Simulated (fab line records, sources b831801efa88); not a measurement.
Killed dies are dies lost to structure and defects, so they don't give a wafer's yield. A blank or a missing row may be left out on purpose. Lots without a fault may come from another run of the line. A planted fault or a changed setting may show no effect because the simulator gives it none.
Which tool did it? | flow gf180mcu | 14 lots, 42 wafers sampled, at 4 steps of a route of 602

WHAT THE GAUGES READ, wafer by wafer
GF_HV_LDD_THK_MEAS_57.
lot  | measured     | on            | HV_LDD_CVD_56_THK (nm)
L718 | day 12 17:18 | film_metro-04 | 87.2 88.7 87.6
L719 | day 13 07:33 | film_metro-03 | 89.8 90.0 88.9
L720 | day 13 10:50 | film_metro-02 | 89.9 89.7 89.4
L721 | day 13 15:22 | film_metro-04 | 89.5 89.3 89.3
L722 | day 13 23:04 | film_metro-04 | 89.1 89.0 88.8
L724 | day 14 21:16 | film_metro-02 | 89.6 89.2 89.1
L726 | day 15 11:01 | film_metro-03 | 89.5 89.8 89.7
L728 | day 15 18:20 | film_metro-04 | 90.1 89.7 88.9
L729 | day 16 06:40 | film_metro-02 | 89.4 89.2 89.6
L730 | day 16 11:27 | film_metro-04 | 89.9 89.3 90.3
L731 | day 16 20:05 | film_metro-04 | 89.9 89.0 90.2
L734 | day 17 22:05 | film_metro-02 | 89.3 89.2 89.7
L738 | day 19 02:28 | film_metro-02 | 90.0 90.2 90.1
L741 | day 20 00:49 | film_metro-04 | 90.6 90.9 90.8

GF_CONTACT_RS_MEAS_25: measures by four-point-probe.
lot  | measured     | on            | CONTACT_W_RS (ohm/sq)
L718 | day 16 08:43 | film_metro-04 | 0.377 0.383 0.378
L719 | day 17 00:59 | film_metro-04 | 0.384 0.376 0.383
L720 | day 17 03:41 | film_metro-03 | 0.377 0.376 0.375
L721 | day 17 09:43 | film_metro-03 | 0.382 0.382 0.380
L722 | day 17 18:46 | film_metro-02 | 0.386 0.377 0.386
L724 | day 18 18:46 | film_metro-04 | 0.387 0.385 0.392
L726 | day 19 10:50 | film_metro-02 | 0.395 0.384 0.389
L728 | day 19 18:41 | film_metro-02 | 0.383 0.397 0.391
L729 | day 20 08:04 | film_metro-02 | 0.382 0.374 0.388
L730 | day 20 13:37 | film_metro-03 | 0.392 0.384 0.387
L731 | day 21 02:33 | film_metro-02 | 0.386 0.373 0.385
L734 | day 22 01:51 | film_metro-04 | 0.382 0.377 0.381
L738 | day 23 05:33 | film_metro-03 | 0.393 0.386 0.392
L741 | day 24 03:04 | film_metro-02 | 0.381 0.382 0.380

WHICH TOOL RAN EACH LOT (tool, then ch and the chambers of the sampled wafers, then the start)
lot  | GF_VT_IMPLANT_IMPLANT_19        | GF_VT_IMPLANT_STRIP_20
L718 | implanter-02 ch 0, day 6 10:08  | plasma_asher-04 ch 0,1, day 6 10:16
L719 | implanter-01 ch 0, day 6 22:38  | plasma_asher-04 ch 0,1, day 6 22:46
L720 | implanter-02 ch 0, day 6 22:45  | plasma_asher-01 ch 0,1, day 6 22:54
L721 | implanter-01 ch 0, day 7 07:02  | plasma_asher-04 ch 0,1, day 7 07:09
L722 | implanter-01 ch 0, day 7 11:22  | plasma_asher-03 ch 0,1, day 7 11:31
L724 | implanter-03 ch 0, day 8 02:27  | plasma_asher-01 ch 0,1, day 8 02:36
L726 | implanter-03 ch 0, day 8 10:36  | plasma_asher-01 ch 0,1, day 8 10:45
L728 | implanter-01 ch 0, day 8 19:42  | plasma_asher-03 ch 0,1, day 8 19:51
L729 | implanter-01 ch 0, day 9 05:11  | plasma_asher-01 ch 0,1, day 9 05:17
L730 | implanter-03 ch 0, day 9 09:07  | plasma_asher-01 ch 0,1, day 9 09:16
L731 | implanter-03 ch 0, day 9 15:56  | plasma_asher-04 ch 0,1, day 9 16:02
L734 | implanter-02 ch 0, day 10 12:35 | plasma_asher-01 ch 0,1, day 10 12:42
L738 | implanter-02 ch 0, day 11 11:55 | plasma_asher-03 ch 0,1, day 11 12:04
L741 | implanter-02 ch 0, day 12 05:28 | plasma_asher-01 ch 0,1, day 12 05:36
- GF_VT_IMPLANT_IMPLANT_19
- GF_VT_IMPLANT_STRIP_20: strips in O2/N2.

WHAT THE TOOLS THEMSELVES READ (means of the sampled wafers that have a number; where no wafer has one, the mark that the record gives instead)
GF_VT_IMPLANT_IMPLANT_19.
lot  | tool         | beam_energy_keV | beam_on_s (s)
L718 | implanter-02 | 100.01          | 9.98
L719 | implanter-01 | 100.01          | 9.86
L720 | implanter-02 | 99.98           | 9.90
L721 | implanter-01 | 99.99           | 10.06
L722 | implanter-01 | 100.04          | 9.86
L724 | implanter-03 | 100.05          | 9.90
L726 | implanter-03 | 100.02          | 9.97
L728 | implanter-01 | 100.02          | 9.97
L729 | implanter-01 | 100.03          | 9.90
L730 | implanter-03 | 100.03          | 9.91
L731 | implanter-03 | 99.96           | 10.00
L734 | implanter-02 | 100.03          | 9.99
L738 | implanter-02 | 103.85          | 9.96
L741 | implanter-02 | 103.87          | 10.03

GF_VT_IMPLANT_STRIP_20.
lot  | tool            | drypump_motor_current_A (A) | heater_power_w (W) | oes_product_au (a.u.) | platen_temp_c (C) | strip_time_to_endpoint_s (s)
L718 | plasma_asher-04 | 6.1                         | 313                | 0.711                 | 250.00            | 12.71
L719 | plasma_asher-04 | 5.8                         | 293                | 0.720                 | 249.86            | 12.58
L720 | plasma_asher-01 | 5.5                         | 305                | 0.714                 | 249.95            | 12.66
L721 | plasma_asher-04 | 6.1                         | 312                | 0.720                 | 250.02            | 12.55
L722 | plasma_asher-03 | 5.5                         | 369                | 0.716                 | 249.92            | 12.62
L724 | plasma_asher-01 | 5.3                         | 297                | 0.713                 | 250.07            | 12.61
L726 | plasma_asher-01 | 5.6                         | 304                | 0.714                 | 250.17            | 12.59
L728 | plasma_asher-03 | 5.5                         | 370                | 0.721                 | 249.95            | 12.67
L729 | plasma_asher-01 | 5.6                         | 307                | 0.717                 | 250.08            | 12.60
L730 | plasma_asher-01 | 5.6                         | 302                | 0.712                 | 249.99            | 12.59
L731 | plasma_asher-04 | 6.1                         | 314                | 0.719                 | 250.05            | 12.60
L734 | plasma_asher-01 | 5.6                         | 303                | 0.714                 | 250.08            | 12.66
L738 | plasma_asher-03 | 5.7                         | 344                | 0.716                 | 250.00            | 12.64
L741 | plasma_asher-01 | 5.3                         | 301                | 0.715                 | 249.79            | 12.63

THE ANSWER, worked out from the rows above alone
Rule: what is usual is taken from the lots themselves. Put in order of their means at a reading, lots are off if they are a third of the lots or fewer, leave a main group of 4 or more, and stand apart from it by a gap of 3 or more times the standard deviation of the main group's means; of several such gaps the widest counts. A main group whose means are all the same, to the digits that the tables above print for the reading, isn't used. A lot without any number at a reading at which 4 lots or more have one is off too. The other lots that the step has rows for count as sound. The gauges are gone through in route order, then the tools' own readings, and for those a lot's mean is taken as printed above. The first step at which some lot is off is used, and at that step the reading that is off furthest; a lot without a number counts as furthest.
Off: L738, L741, at GF_VT_IMPLANT_IMPLANT_19 (beam_energy_keV). The main group: mean 100.01, standard deviation 0.025.
A tool fits if, at that step or a process step before it, it ran every lot that is off, and no sound lot after the first of them. One fits: implanter-02 at GF_VT_IMPLANT_IMPLANT_19. Its last sound lot is L734 (day 10 12:35), its first lot that is off L738 (day 11 11:55): a fault that began between those two fits.
The tool's own readings at GF_VT_IMPLANT_IMPLANT_19 bear it out: on the lots that are off they differ by more than 5 times the standard deviation of the sound lots' means. beam_energy_keV reads 103.86 there against 100.01 on the sound lots.

WHAT THE SIMULATOR HAD PUT IN
Process parameter drift: implanter-02, from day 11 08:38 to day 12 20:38, at GF_VT_IMPLANT_IMPLANT_19. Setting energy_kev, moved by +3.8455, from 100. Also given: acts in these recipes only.
Lots struck among those shown: L738, L741. The rule above found the same.
